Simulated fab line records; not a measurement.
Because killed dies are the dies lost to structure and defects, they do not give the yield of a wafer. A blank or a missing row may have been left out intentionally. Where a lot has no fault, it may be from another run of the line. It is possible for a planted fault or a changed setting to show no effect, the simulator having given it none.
Matching of chambers ; flow gf180mcu ; GF_PASSIVATION_ETCH_11 on rieDiel-03 has 4 sister chambers
The step etches the open film in CF4/O2, stops on TiN, target depth 2040 nm, time 453.3 s. 4 wafers are shown with their chamber, then 11 later ones without.

== WAFERS PAIRED WITH THEIR CHAMBERS ==
wafer;chamber;drypumpMotorCurrentA (A)
L083.6;2;5.2
L085.1;1;6.1
L085.3;3;6.0
L085.4;0;5.6

== WAFERS WHOSE CHAMBER IS MISSING ==
wafer;drypumpMotorCurrentA (A)
L085.5;6.0
L085.6;6.1
L087.4;6.0
L087.5;5.2
L087.6;6.1
L094.1;5.6
L094.2;6.1
L094.4;6.0
L093.1;5.6
L093.2;5.3
L093.5;5.6

== WHICH CHAMBER EACH ONE RAN IN ==
wafer;from the rows above;in truth
L085.5;3;3
L085.6;1;1
L087.4;3;3
L087.5;2;2
L087.6;1;1
L094.1;0;0
L094.2;1;1
L094.4;3;3
L093.1;0;0
L093.2;2;2
L093.5;0;0
Correct placement for 11 of the 11. Not placeable from these rows: 0. Number placed wrongly: 0.
How it was worked out, from the rows above alone: a wafer's distance from a chamber is the root of the sum, over the readings, of the square of ((its reading less the chamber's mean) divided by the reading's scatter). If the next closest chamber is less than 2 further off than the closest, the wafer can't be placed; otherwise it belongs to the closest. For every chamber, the mean is computed from those of its wafers that are shown. The scatter (one wafer shown for each chamber): square how far every hidden wafer sits from the nearest shown wafer, average those squares and take the square root.
